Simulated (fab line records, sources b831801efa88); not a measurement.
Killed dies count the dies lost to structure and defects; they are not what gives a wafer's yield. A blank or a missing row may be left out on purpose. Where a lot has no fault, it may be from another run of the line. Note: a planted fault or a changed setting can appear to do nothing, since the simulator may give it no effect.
Chamber matching | flow sky130 | 4 sister chambers for SKY_VIA3_ETCH_14 on rie diel-02
The step etches BARC in N2/H2, stops on SiO2, time 45.9 s, target depth 60 nm. 14 wafers are shown with their chamber, then 7 later ones without.

WAFERS WITH THEIR CHAMBER
wafer  | chamber | drypump motor current A (A) | oes product au (a.u.) | throttle valve pct (%)
L338.4 | 2       | 5.6                         | 0.850                 | 13.220
L338.5 | 0       | 5.7                         | 0.853                 | 13.222
L338.6 | 1       | 5.3                         | 0.854                 | 13.214
L341.2 | 3       | 5.0                         | 0.857                 | 13.240
L341.3 | 2       | 5.6                         | 0.857                 | 13.230
L341.5 | 1       | 5.3                         | 0.854                 | 13.244
L346.3 | 1       | 5.3                         | 0.849                 | 13.217
L346.4 | 3       | 5.0                         | 0.859                 | 13.230
L346.6 | 2       | 5.6                         | 0.855                 | 13.232
L349.1 | 1       | 5.3                         | 0.861                 | 13.225
L349.4 | 2       | 5.6                         | 0.860                 | 13.233
L349.6 | 1       | 5.3                         | 0.857                 | 13.219
L351.2 | 3       | 5.1                         | 0.857                 | 13.210
L351.3 | 2       | 5.6                         | 0.855                 | 13.231

SIGNATURES (averages over the wafers above)
reading                 | chamber 0 | chamber 1 | chamber 2 | chamber 3 | scatter within a chamber
drypump motor current A | 5.700     | 5.300     | 5.600     | 5.033     | 0.0258
oes product au          | 0.85300   | 0.85500   | 0.85540   | 0.85767   | 0.00366
throttle valve pct      | 13.22200  | 13.22380  | 13.22920  | 13.22667  | 0.0107
Rule: a wafer lies at a distance from a chamber equal to the root of the sum of squares, over the readings, of (its reading less the chamber's mean, divided by the reading's scatter). If the next closest chamber is less than 2 further off than the closest, the wafer can't be placed; otherwise it belongs to the closest. The scatter is the square root of a quotient: the sum, over the shown wafers, of each reading's squared deviation from its chamber's mean, divided by wafers minus chambers.

WAFERS WHOSE CHAMBER IS MISSING
wafer  | drypump motor current A (A) | oes product au (a.u.) | throttle valve pct (%)
L351.4 | 5.7                         | 0.855                 | 13.218
L357.1 | 5.6                         | 0.858                 | 13.224
L357.2 | 5.3                         | 0.858                 | 13.218
L357.6 | 5.0                         | 0.853                 | 13.202
L360.1 | 5.0                         | 0.856                 | 13.219
L360.3 | 5.6                         | 0.861                 | 13.225
L360.5 | 5.6                         | 0.858                 | 13.222

EACH ONE'S CHAMBER
wafer  | from the rows above | in truth
L351.4 | 0                   | 0
L357.1 | 2                   | 2
L357.2 | 1                   | 1
L357.6 | 3                   | 3
L360.1 | 3                   | 3
L360.3 | 2                   | 2
L360.5 | 2                   | 2
7 of 7 placed correctly. Left unplaced by these rows: 0. Placed wrongly: 0.
